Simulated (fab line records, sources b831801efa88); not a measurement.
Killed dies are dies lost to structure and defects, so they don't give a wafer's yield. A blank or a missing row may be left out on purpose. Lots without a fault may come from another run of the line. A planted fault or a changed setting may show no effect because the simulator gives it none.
A struck lot beside a sound one | flow sky130 | 24 steps out of a route of 708
Sound: wafers L464.1, L464.2, L464.6. Struck: wafers L475.3, L475.5, L475.6. The cause comes at the end.
At each step with rows: each side's tool, then ch and its chambers, then its first start. Under that, the readings that differ: sound wafers | struck wafers | difference of the means | sigmas: that difference in standard deviations of wafers without a fault.
alike: readings whose means differ by less than 2 such deviations, and words and numbers that are the same on both sides. not compared: withheld readings, readings that some wafer has no value for, bounds like >300 that may hide the same value, and numbers for which the record gives no deviation and whose values overlap.
The two part at a step that has a row with sigmas, a row that says differs or no value, or rows on one side only. Numbers that don't overlap but have no deviation are shown without sigmas and don't part them. A reading that every wafer of one side lacks parts them only if that side has two wafers or more.

first, 8 steps without rows for these wafers: SKY_RES_XHIGH_DEHYDRATE_00 (time 60 s); SKY_RES_XHIGH_HMDS_01 (prime time 60 s); SKY_RES_XHIGH_COAT_02 (resist thk 1140 nm); SKY_RES_XHIGH_SOFTBAKE_03 (time 60 s); SKY_RES_XHIGH_EXPOSE_04 (exposes mask URPM, target cd 1270 nm); SKY_RES_XHIGH_PEB_05; SKY_RES_XHIGH_DEVELOP_06 (develop time 60 s); SKY_RES_XHIGH_IMPLANT_07.
SKY_RES_XHIGH_STRIP_08: strips in O2/N2.
  sound on plasma_asher-01 ch 0,1, day 30 21:37; struck on plasma_asher-03 ch 0,1, day 34 13:57
  alike: drypump_motor_current_A, oes_product_au, strip_time_to_endpoint_s
  not compared: rf_hours_counter_h
SKY_RES_XHIGH_TW_MEAS_09:
  sound on film_metro-04, day 30 21:43; struck on film_metro-02, day 34 14:02
  reading      | sound          | struck         | difference | sigmas
  RES_XHIGH_TW | 1602 1606 1611 | 1654 1656 1650 | +47        | +3
then, 2 steps without rows for these wafers: SKY_SD_N_DEHYDRATE_00 (time 60 s); SKY_SD_N_HMDS_01 (prime time 60 s).
SKY_SD_N_COAT_02: resist thk 1140 nm.
  sound on litho_track-02 ch 0, day 31 11:40; struck on litho_track-01 ch 0, day 35 03:13
  reading                                   | sound          | struck          | difference | sigmas
  model.NOVOLAK_of_SD_N_COAT_02.thk_nm (nm) | 1136 1139 1138 | 625.7 626 626.3 | -511.7     |
  alike: exhaust_pa
then, 3 steps without rows for these wafers: SKY_SD_N_SOFTBAKE_03 (time 60 s); SKY_SD_N_EXPOSE_04 (exposes mask NSDM, target cd 380 nm); SKY_SD_N_PEB_05.
SKY_SD_N_DEVELOP_06: develop time 60 s.
  sound on litho_track-02 ch 0, day 32 01:13; struck on litho_track-01 ch 0, day 35 15:13
  reading                                   | sound          | struck            | difference | sigmas
  exhaust_pa (Pa)                           | 44.2 44.8 44.1 | 46.0 47.1 47.0    | +2.3       | +3
  model.NOVOLAK_of_SD_N_COAT_02.thk_nm (nm) | 1136 1138 1138 | 625.3 625.6 625.8 | -511.8     |
SKY_SD_N_CD_MEAS_07: target cd 380 nm.
  sound on cd_sem-02, day 32 01:22; struck on cd_sem-01, day 35 15:21
  reading    | sound             | struck            | difference | sigmas
  cd_nm (nm) | 380.7 378.7 381.7 | 430.4 431.7 433.8 | +51.6      | +20
SKY_SD_N_OVL_MEAS_08:
  sound on overlay-02, day 32 01:29; struck on overlay-01, day 35 15:26
  alike: SD_N_OVL
then, 2 steps without rows for these wafers: SKY_SD_N_IMPLANT_09; SKY_SD_N_IMPLANT_10.
SKY_SD_N_STRIP_11: strips in O2/N2.
  sound on plasma_asher-01 ch 0,1, day 32 01:49; struck on plasma_asher-01 ch 0,1, day 35 15:48
  reading                      | sound             | struck            | difference | sigmas
  oes_product_au (a.u.)        | 0.533 0.524 0.529 | 0.458 0.452 0.458 | -0.073     | -15
  strip_time_to_endpoint_s (s) | 22.50 22.53 22.52 | 16.69 16.70 16.67 | -5.83      | -99 or more
  alike: drypump_motor_current_A
  not compared: rf_hours_counter_h
SKY_SD_N_TW_MEAS_12:
  sound on film_metro-01, day 32 01:55; struck on film_metro-01, day 35 15:53
  alike: SD_N_TW
SKY_PAD_OPEN_PROBE_99:
  the record has rows for the sound wafers here (prober-02, day 48 19:49) and none for the struck ones

WHERE THEY PART
First at SKY_RES_XHIGH_TW_MEAS_09; last, within this record, at SKY_PAD_OPEN_PROBE_99.

WHY: what the simulator had put in
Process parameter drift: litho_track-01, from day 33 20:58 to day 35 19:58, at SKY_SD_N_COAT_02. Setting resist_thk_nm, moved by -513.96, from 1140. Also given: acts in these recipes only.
